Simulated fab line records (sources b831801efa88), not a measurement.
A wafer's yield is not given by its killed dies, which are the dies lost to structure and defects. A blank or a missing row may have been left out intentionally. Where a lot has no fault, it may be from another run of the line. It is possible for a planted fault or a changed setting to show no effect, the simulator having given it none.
fab line records ; flow sky130
[record] lots = 6; wafers = 17; last_day = 50
route steps=708 shown LDD_N@245 LDD_P@255 PAD_OPEN@708
lots with no fault: from the same line, run without faults
start_h: hours from the record's first day to the start of the lot's first wafer shown ; wait_h: time in hours since the lot's previous step ; " same as the row above ; L1.1+2: a row that stands for several wafers ; - value missing, or start not given ; * or withheld: withheld ; < > ~ a bound
route shown NAME@n: names a module that has steps shown in the file, with the first one's number in the route ; usual: average and standard deviation across the fault-free wafers ; same: alike in all rows ; chamber/n: place in a boat ; sites: the reading at each site ; _std_site: standard deviation of those values ; _edge_site: outer sites' mean less inner sites' ; radius_mm: how far each site lies from the wafer's centre ; mask NAME#n: copy n ; behind: the tool/chamber that last shaped the wafer ; hold: reason for holding the lot/hours on hold/outcome of the hold ; device: the n, p or np transistor that did not switch ; end of line: tests of these same wafers at the route's end ; step lacking rows: just its recipe ; killed: dies that structure and defects cost at the first sort, which is not the same as the wafer's yield ; map: dies across one wafer; x = killed, . = not, _ = none there
set.NAME: setting as actually run; set.NAME@STEP: the setting as run at that earlier step ; model.NAME: the simulator's own value behind a step, which no gauge read
lots seen at some steps along the route; tables by step, rows by wafer
services: when a tool's chamber went out of use (start_h, in hours from the record's first day, below 0 if earlier), for how many hours, and the reason
[[steps]]
[step SKY_LDD_N_IMPLANT_08]
[recipe] species = As; energy_kev = 20; dose_cm2 = 7.5e+13; tilt_deg = withheld; rotation_deg = 23
[step SKY_LDD_N_IMPLANT_09]
[recipe] species = As; energy_kev = 20; dose_cm2 = 7.5e+13; tilt_deg = withheld; rotation_deg = 113
[step SKY_LDD_N_IMPLANT_10]
[recipe] species = As; energy_kev = 20; dose_cm2 = 7.5e+13; tilt_deg = withheld; rotation_deg = 203
[step SKY_LDD_N_IMPLANT_11]
[recipe] species = As; energy_kev = 20; dose_cm2 = 7.5e+13; tilt_deg = withheld; rotation_deg = 293
[step SKY_LDD_N_IMPLANT_12]
[recipe] species = BF2; energy_kev = 50; dose_cm2 = 5e+12; tilt_deg = 30; rotation_deg = 0
[step SKY_LDD_N_IMPLANT_13]
[recipe] species = BF2; energy_kev = 50; dose_cm2 = 5e+12; tilt_deg = 30; rotation_deg = 90
[step SKY_LDD_N_IMPLANT_14]
[recipe] species = BF2; energy_kev = 50; dose_cm2 = 5e+12; tilt_deg = 30; rotation_deg = 180
[step SKY_LDD_N_IMPLANT_15]
[recipe] species = BF2; energy_kev = 50; dose_cm2 = 5e+12; tilt_deg = 30; rotation_deg = 270
[step SKY_LDD_N_STRIP_16]
[recipe] chemistry = O2/N2; power_w = 1400; pressure_mtorr = 1500; platen_temp_c = withheld; o2_flow_sccm = 3000; n2_flow_sccm = 300; overash_fraction = 0.5
[usual] drypump_motor_current_A = 5.79/0.26; oes_product_au = 0.407/0.0047; strip_time_to_endpoint_s = 4.319/0.014
lot.wafer;tool;chamber;start_h;wait_h;drypump_motor_current_A;oes_product_au;rf_hours_counter_h;strip_time_to_endpoint_s
L206.2;plasma_asher-02;1;419.36;0.1;5.32;0.414;75;4.320
L206.4;plasma_asher-02;0;419.36;0.1;5.75;0.410;-;4.322
L206.6;plasma_asher-02;0;419.36;0.1;5.75;0.408;-;4.325
L212.1;plasma_asher-02;1;472.17;0.1;5.34;0.410;81;4.339
L212.3;plasma_asher-02;1;472.17;0.1;5.34;0.414;-;4.339
L212.4;plasma_asher-02;0;472.17;0.1;5.74;0.409;-;4.314
L223.3;plasma_asher-03;1;553.39;0.1;6.22;0.405;-;4.317
L223.4;plasma_asher-03;0;553.39;0.1;5.97;0.408;-;4.358
L223.5;plasma_asher-03;1;553.39;0.1;6.20;0.406;-;4.324
L224.3;plasma_asher-04;1;575.21;0.1;5.82;0.408;-;4.302
L224.5;plasma_asher-04;1;575.21;0.1;5.86;0.404;-;4.297
L225.3;plasma_asher-04;0;575.96;0.1;5.72;0.416;-;4.315
L225.4;plasma_asher-04;1;575.96;0.1;5.84;0.405;-;4.343
L225.6;plasma_asher-04;1;575.96;0.1;5.83;0.406;-;4.321
L228.2;plasma_asher-04;0;602.36;0.1;5.71;0.408;47;4.316
L228.4;plasma_asher-04;1;602.36;0.1;5.85;0.403;-;4.319
L228.6;plasma_asher-04;0;602.36;0.1;5.72;0.408;-;4.305
[step SKY_LDD_N_TW_MEAS_17]
[usual] LDD_N_TW = 2578/12
lot.wafer;tool;chamber;start_h;wait_h;LDD_N_TW
L206.2;film_metro-01;-;419.47;0.1;2588
L206.4;film_metro-01;-;419.47;0.1;2577
L206.6;film_metro-01;-;419.47;0.1;2576
L212.1;film_metro-02;-;472.27;0.1;2591
L212.3;film_metro-02;-;472.27;0.1;2588
L212.4;film_metro-02;-;472.27;0.1;2600
L223.3;film_metro-04;-;553.48;0.1;2570
L223.4;film_metro-04;-;553.48;0.1;2575
L223.5;film_metro-04;-;553.48;0.1;2574
L224.3;film_metro-02;-;575.29;0.1;2569
L224.5;film_metro-02;-;575.29;0.1;2587
L225.3;film_metro-04;-;576.04;0.1;2578
L225.4;film_metro-04;-;576.04;0.1;2578
L225.6;film_metro-04;-;576.04;0.1;2584
L228.2;film_metro-04;-;602.47;0.1;2588
L228.4;film_metro-04;-;602.47;0.1;2578
L228.6;film_metro-04;-;602.47;0.1;2595
[step SKY_LDD_P_DEHYDRATE_00]
[recipe] temp_c = 200; time_s = 60
[step SKY_LDD_P_HMDS_01]
[recipe] prime_time_s = 60; prime_temp_c = 120
[step SKY_LDD_P_COAT_02]
[recipe] resist = NOVOLAK; spin_rpm = 3000; resist_thk_nm = 1140
lot.wafer;tool;chamber;start_h;wait_h;model.NOVOLAK_of_LDD_P_COAT_02.thk_nm
L206.2+4+6;litho_track-03;0;434.25;0.1;1147
L212.1;litho_track-01;0;487.04;0.1;1142
L212.3;litho_track-01;0;487.04;0.1;1138
L212.4;litho_track-01;0;487.04;0.1;1144
L223.3;litho_track-01;0;568.44;0.1;1171
L223.4;litho_track-01;0;568.44;0.1;1141
L223.5;litho_track-01;0;568.44;0.1;1175
L224.3+5;litho_track-01;0;589.19;0.1;1170
L225.3;litho_track-04;0;590.14;0.1;1139
L225.4;litho_track-04;0;590.14;0.1;1136
L225.6;litho_track-04;0;590.14;0.1;1134
L228.2;litho_track-03;0;616.05;0.1;1138
L228.4;litho_track-03;0;616.05;0.1;1144
L228.6;litho_track-03;0;616.05;0.1;1139
[step SKY_LDD_P_SOFTBAKE_03]
[recipe] temp_c = 90; time_s = 60; resist = NOVOLAK
[step SKY_LDD_P_EXPOSE_04]
[recipe] mask_id = PSDM; na = 0.6; source_shape = conventional; sigma_outer = 0.6; polarization = unpolarized; target_cd_nm = 380; dose_mj = 138
[step SKY_LDD_P_PEB_05]
[recipe] temp_c = withheld; time_s = *; resist = NOVOLAK
[step SKY_LDD_P_DEVELOP_06]
[recipe] resist = NOVOLAK; developer = TMAH; develop_time_s = 60; dev_temp_c = 23
lot.wafer;tool;chamber;start_h;wait_h;model.NOVOLAK_of_LDD_P_COAT_02.thk_nm
L206.2+4+6;litho_track-03;0;449.50;0.1;1146
L212.1;litho_track-03;0;502.67;0.1;1141
L212.3;litho_track-03;0;502.67;0.1;1137
L212.4;litho_track-03;0;502.67;0.1;1144
L223.3;litho_track-04;0;582.64;0.1;1170
L223.4;litho_track-04;0;582.64;0.1;1141
L223.5;litho_track-04;0;582.64;0.1;1174
L224.3+5;litho_track-03;0;604.37;0.1;1169
L225.3;litho_track-03;0;604.97;0.1;1139
L225.4;litho_track-03;0;604.97;0.1;1135
L225.6;litho_track-03;0;604.97;0.1;1134
L228.2;litho_track-01;0;630.96;0.1;1137
L228.4;litho_track-01;0;630.96;0.1;1144
L228.6;litho_track-01;0;630.96;0.1;1139
[step SKY_LDD_P_CD_MEAS_07]
[recipe] target_cd_nm = 380
[usual] cd_nm = 379/3.1
lot.wafer;tool;chamber;start_h;wait_h;cd_nm
L206.2;cd_sem-02;-;449.64;0.1;377
L206.4;cd_sem-02;-;449.64;0.1;374
L206.6;cd_sem-02;-;449.64;0.1;375
L212.1;cd_sem-02;-;502.82;0.1;378
L212.3;cd_sem-02;-;502.82;0.1;380
L212.4;cd_sem-02;-;502.82;0.1;379
L223.3;cd_sem-01;-;582.78;0.1;381
L223.4;cd_sem-01;-;582.78;0.1;384
L223.5;cd_sem-01;-;582.78;0.1;380
L224.3;cd_sem-01;-;604.51;0.1;375
L224.5;cd_sem-01;-;604.51;0.1;374
L225.3;cd_sem-02;-;605.11;0.1;377
L225.4;cd_sem-02;-;605.11;0.1;379
L225.6;cd_sem-02;-;605.11;0.1;379
L228.2;cd_sem-02;-;631.11;0.1;380
L228.4;cd_sem-02;-;631.11;0.1;380
L228.6;cd_sem-02;-;631.11;0.1;380
[step SKY_LDD_P_OVL_MEAS_08]
[usual] LDD_P_OVL = 0.3/1.5
lot.wafer;tool;chamber;start_h;wait_h;LDD_P_OVL[nm]
L206.2;overlay-01;-;449.75;0.1;-2.8
L206.4;overlay-01;-;449.75;0.1;-1.1
L206.6;overlay-01;-;449.75;0.1;-0.8
L212.1;overlay-01;-;502.94;0.1;-0.6
L212.3;overlay-01;-;502.94;0.1;0.9
L212.4;overlay-01;-;502.94;0.1;0.0
L223.3;overlay-01;-;582.87;0.1;2.7
L223.4;overlay-01;-;582.87;0.1;1.4
L223.5;overlay-01;-;582.87;0.1;0.8
L224.3;overlay-01;-;604.60;0.1;1.1
L224.5;overlay-01;-;604.60;0.1;1.5
L225.3;overlay-02;-;605.20;0.1;-0.8
L225.4;overlay-02;-;605.20;0.1;-0.6
L225.6;overlay-02;-;605.20;0.1;0.6
L228.2;overlay-01;-;631.21;0.1;-0.5
L228.4;overlay-01;-;631.21;0.1;-0.8
L228.6;overlay-01;-;631.21;0.1;1.1
[step SKY_LDD_P_IMPLANT_09]
[recipe] species = BF2; energy_kev = 25; dose_cm2 = 1e+13; tilt_deg = withheld
[step SKY_LDD_P_STRIP_10]
[recipe] chemistry = O2/N2; power_w = 1400; pressure_mtorr = 1500; platen_temp_c = withheld; o2_flow_sccm = 3000; n2_flow_sccm = 300; overash_fraction = 0.5
[usual] drypump_motor_current_A = 5.91/0.27; oes_product_au = 0.716/0.0043; strip_time_to_endpoint_s = 14.18/0.042
lot.wafer;tool;chamber;start_h;wait_h;drypump_motor_current_A;oes_product_au;rf_hours_counter_h;strip_time_to_endpoint_s
L206.2;plasma_asher-03;1;449.93;0.1;6.20;0.713;63;14.25
L206.4;plasma_asher-03;0;449.93;0.1;5.97;0.715;-;14.26
L206.6;plasma_asher-03;1;449.93;0.1;6.18;0.718;-;14.23
L212.1;plasma_asher-03;1;503.13;0.1;6.19;0.715;68;14.19
L212.3;plasma_asher-03;0;503.13;0.1;5.99;0.710;-;14.15
L212.4;plasma_asher-03;1;503.13;0.1;6.20;0.719;-;14.24
L223.3;plasma_asher-04;0;583.08;0.1;5.67;0.716;-;14.50
L223.4;plasma_asher-04;1;583.08;0.1;5.83;0.719;-;14.20
L223.5;plasma_asher-04;0;583.08;0.1;5.66;0.724;-;14.56
L224.3;plasma_asher-03;1;604.81;0.1;6.19;0.719;-;14.49
L224.5;plasma_asher-03;0;604.81;0.1;5.94;0.712;-;14.50
L225.3;plasma_asher-01;0;605.41;0.1;5.39;0.710;-;14.15
L225.4;plasma_asher-01;1;605.41;0.1;6.02;0.711;-;14.11
L225.6;plasma_asher-01;0;605.41;0.1;5.42;0.718;-;14.10
L228.2;plasma_asher-04;0;631.39;0.1;5.69;0.722;50;14.15
L228.4;plasma_asher-04;0;631.39;0.1;5.70;0.711;-;14.25
L228.6;plasma_asher-04;1;631.39;0.1;5.85;0.717;-;14.17
[step SKY_LDD_P_TW_MEAS_11]
[usual] LDD_P_TW = 635/3.6
lot.wafer;tool;chamber;start_h;wait_h;LDD_P_TW
L206.2;film_metro-02;-;450.04;0.1;633
L206.4;film_metro-02;-;450.04;0.1;635
L206.6;film_metro-02;-;450.04;0.1;632
L212.1;film_metro-02;-;503.23;0.1;631
L212.3;film_metro-02;-;503.23;0.1;633
L212.4;film_metro-02;-;503.23;0.1;633
L223.3;film_metro-03;-;583.16;0.1;639
L223.4;film_metro-03;-;583.16;0.1;639
L223.5;film_metro-03;-;583.16;0.1;640
L224.3;film_metro-04;-;604.90;0.1;634
L224.5;film_metro-04;-;604.90;0.1;636
L225.3;film_metro-03;-;605.50;0.1;639
L225.4;film_metro-03;-;605.50;0.1;632
L225.6;film_metro-03;-;605.50;0.1;638
L228.2;film_metro-04;-;631.50;0.1;630
L228.4;film_metro-04;-;631.50;0.1;633
L228.6;film_metro-04;-;631.50;0.1;634
[step SKY_PAD_OPEN_PROBE_99]
[usual] killed_at_M0_to_M3 = 44/7; killed_at_M4_up = 3.1/1.8; killed_at_contacts = 25/5.1; killed_at_front_end = 15/4.3; killed_at_other = 0.3/0.61; killed_dies = 87/9.8; killed_open = 48/7; killed_short = 38/6.3
[same] gross_dies = 492; killed_at_back_side = 0
lot.wafer;tool;chamber;start_h;wait_h;killed_at_M0_to_M3;killed_at_M4_up;killed_at_contacts;killed_at_front_end;killed_at_other;killed_dies;killed_open;killed_short
L206.2;prober-01;-;1090.05;0.1;46;2;26;16;0;90;55;35
L206.4;prober-01;-;1090.15;0.2;38;3;24;16;1;82;46;36
L206.6;prober-01;-;1090.25;0.2;45;2;24;25;0;96;44;52
L212.1;prober-01;-;1122.29;0.1;43;5;21;12;0;81;41;40
L212.3;prober-01;-;1122.39;0.2;39;1;30;15;0;85;44;40
L212.4;prober-01;-;1122.44;0.2;49;3;20;22;0;94;44;50
L223.3;prober-02;-;1172.29;0.2;50;6;21;12;0;89;48;41
L223.4;prober-02;-;1172.34;0.2;40;0;29;18;0;87;47;40
L223.5;prober-02;-;1172.39;0.2;36;1;26;16;0;79;53;26
L224.3;prober-01;-;1182.69;0.2;38;3;23;7;1;72;39;33
L224.5;prober-01;-;1182.79;0.2;34;2;21;13;0;70;36;34
L225.3;prober-02;-;1186.10;0.2;45;4;27;14;1;91;61;30
L225.4;prober-02;-;1186.15;0.2;41;3;24;13;0;81;42;39
L225.6;prober-02;-;1186.25;0.2;39;1;22;14;0;76;39;37
L228.2;prober-01;-;1196.09;0.1;39;2;20;9;0;70;38;32
L228.4;prober-01;-;1196.19;0.2;48;1;25;15;1;90;50;40
L228.6;prober-01;-;1196.29;0.2;42;3;31;17;0;93;54;38
// killed by level:class
L206.2 CONTACT:geometric_particle:open=11 LI_CONTACT:geometric_particle:open=10 VIA1:geometric_particle:open=10 FIELD_ISO:geometric_particle:open=5 METAL1:geometric_particle:short=5 VIA2:geometric_particle:short=5 METAL1:geometric_particle:open=4 VIA1:geometric_particle:short=4
L206.4 METAL1:geometric_particle:short=10 CONTACT:geometric_particle:open=10 LI_CONTACT:geometric_particle:open=6 VIA1:geometric_particle:open=5 FIELD_ISO:geometric_particle:open=4 VIA2:geometric_particle:open=4 VIA3:geometric_particle:open=4 POLY_GATE:geometric_particle:short=3
L206.6 VIA1:geometric_particle:open=9 FIELD_ISO:geometric_particle:short=8 METAL2:geometric_particle:short=8 FIELD_ISO:geometric_particle:open=7 CONTACT:geometric_particle:open=6 CONTACT:geometric_particle:short=6 METAL1:geometric_particle:short=6 VIA2:geometric_particle:open=6
L212.1 CONTACT:geometric_particle:open=9 VIA1:geometric_particle:short=7 VIA2:geometric_particle:open=7 LI_CONTACT:geometric_particle:open=6 METAL1:geometric_particle:short=5 METAL3:geometric_particle:short=5 VIA3:geometric_particle:open=5 VIA1:geometric_particle:open=4
L212.3 CONTACT:geometric_particle:open=10 LI_CONTACT:geometric_particle:open=8 VIA1:geometric_particle:open=8 FIELD_ISO:geometric_particle:short=7 LOCAL_INTERCONNECT:geometric_particle:short=7 VIA2:geometric_particle:open=7 VIA3:geometric_particle:open=6 METAL1:geometric_particle:short=5
L212.4 VIA3:geometric_particle:open=11 METAL2:geometric_particle:short=9 VIA2:geometric_particle:open=7 POLY_GATE:geometric_particle:short=6 POLY_GATE:geometric_particle:open=6 CONTACT:geometric_particle:open=6 LOCAL_INTERCONNECT:geometric_particle:short=5 CONTACT:geometric_particle:short=5
L223.3 VIA1:geometric_particle:open=9 CONTACT:geometric_particle:short=8 LI_CONTACT:geometric_particle:open=8 METAL1:geometric_particle:short=7 VIA3:geometric_particle:open=6 VIA2:geometric_particle:open=6 POLY_GATE:geometric_particle:short=5 METAL1:geometric_particle:open=5
L223.4 LI_CONTACT:geometric_particle:open=9 VIA1:geometric_particle:open=9 VIA3:geometric_particle:open=8 CONTACT:geometric_particle:open=7 CONTACT:geometric_particle:short=7 METAL1:geometric_particle:short=7 FIELD_ISO:geometric_particle:short=6 POLY_GATE:geometric_particle:open=4
L223.5 CONTACT:geometric_particle:open=11 VIA1:geometric_particle:open=8 VIA2:geometric_particle:open=7 LI_CONTACT:geometric_particle:open=6 POLY_GATE:geometric_particle:open=6 VIA3:geometric_particle:open=5 POLY_GATE:geometric_particle:short=4 FIELD_ISO:geometric_particle:open=3
L224.3 CONTACT:geometric_particle:open=8 VIA1:geometric_particle:open=8 VIA1:geometric_particle:short=7 LI_CONTACT:geometric_particle:open=6 VIA3:geometric_particle:open=5 VIA3:geometric_particle:short=5 METAL1:geometric_particle:short=4 CONTACT:geometric_particle:short=3
L224.5 VIA1:geometric_particle:open=8 LI_CONTACT:geometric_particle:open=6 CONTACT:geometric_particle:short=5 VIA1:geometric_particle:short=5 VIA3:geometric_particle:open=5 FIELD_ISO:geometric_particle:open=4 METAL1:geometric_particle:short=4 VIA2:geometric_particle:open=4
L225.3 CONTACT:geometric_particle:open=10 VIA2:geometric_particle:open=10 VIA3:geometric_particle:open=9 LI_CONTACT:geometric_particle:open=8 VIA1:geometric_particle:open=7 METAL2:geometric_particle:short=6 POLY_GATE:geometric_particle:open=4 LOCAL_INTERCONNECT:geometric_particle:short=4
L225.4 CONTACT:geometric_particle:open=12 VIA1:geometric_particle:open=10 METAL2:geometric_particle:short=9 METAL1:geometric_particle:short=6 CONTACT:geometric_particle:short=5 FIELD_ISO:geometric_particle:short=4 POLY_GATE:geometric_particle:open=4 LI_CONTACT:geometric_particle:open=4
L225.6 VIA1:geometric_particle:open=8 CONTACT:geometric_particle:open=7 METAL2:geometric_particle:short=7 POLY_GATE:geometric_particle:short=6 LI_CONTACT:geometric_particle:open=6 VIA3:geometric_particle:open=6 METAL1:geometric_particle:short=5 CONTACT:geometric_particle:short=5
L228.2 VIA1:geometric_particle:open=8 CONTACT:geometric_particle:open=7 METAL2:geometric_particle:short=7 LI_CONTACT:geometric_particle:open=5 METAL1:geometric_particle:short=5 LOCAL_INTERCONNECT:geometric_particle:short=5 VIA2:geometric_particle:open=5 VIA3:geometric_particle:open=4
L228.4 CONTACT:geometric_particle:open=10 VIA1:geometric_particle:open=10 VIA3:geometric_particle:open=10 LI_CONTACT:geometric_particle:open=7 POLY_GATE:geometric_particle:open=5 POLY_GATE:geometric_particle:short=5 VIA1:geometric_particle:short=4 METAL2:geometric_particle:short=4
L228.6 CONTACT:geometric_particle:open=17 VIA1:geometric_particle:open=8 POLY_GATE:geometric_particle:open=6 METAL1:geometric_particle:short=6 VIA3:geometric_particle:open=5 METAL2:geometric_particle:short=5 METAL3:geometric_particle:short=5 FIELD_ISO:geometric_particle:open=4
[[services]]
tool;chamber;start_h;hours;kind
plasma_asher-02;-;396.06;4.0;repair
plasma_asher-02;-;406.49;1.7;repair
plasma_asher-01;-;421.25;9.0;pm
plasma_asher-01;0;421.25;9.0;vent_cycle
plasma_asher-01;1;421.25;9.0;vent_cycle
plasma_asher-03;-;421.41;2.8;pm
plasma_asher-03;-;427.20;1.9;repair
plasma_asher-01;0;430.25;-;clean
plasma_asher-01;1;430.25;-;clean
plasma_asher-02;-;601.23;1.3;repair
plasma_asher-04;-;605.54;0.7;repair
plasma_asher-02;-;614.11;12.1;repair
[[key]]
[first_sign] step = SKY_LDD_P_STRIP_10; reading = strip_time_to_endpoint_s; direction = up; sigmas = 8; usual = *; struck = *
effect none on later readings
[model_effect] step = SKY_LDD_P_COAT_02; value = NOVOLAK_of_LDD_P_COAT_02.thk_nm; without = 1138; struck = 1171
[model_effect] step = SKY_LDD_P_DEVELOP_06; value = NOVOLAK_of_LDD_P_COAT_02.thk_nm; without = 1138; struck = 1171
met_at SKY_LDD_P_COAT_02
struck_wafers L223.3,L223.5,L224.3,L224.5
tester_left_out L223,L224
onset_between 487.04 568.44
[fault] kind = process_parameter_drift; tool = litho_track-01; chamber = -; onset_h = 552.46; steps = SKY_LDD_P_COAT_02; channel = resist_thk_nm; offset = 33.389; shape = step; end_h = 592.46; scope = struck_wafers_only; acts_in = these_recipes_only; stated = 1140
// tester_left_out: of these lots the tester's yield and bins aren't shown, on N5 and GAA mostly nor the transistor test; their killed dies are dies lost to structure and defects alone, not to doping, threshold or leakage, so they don't give the yield
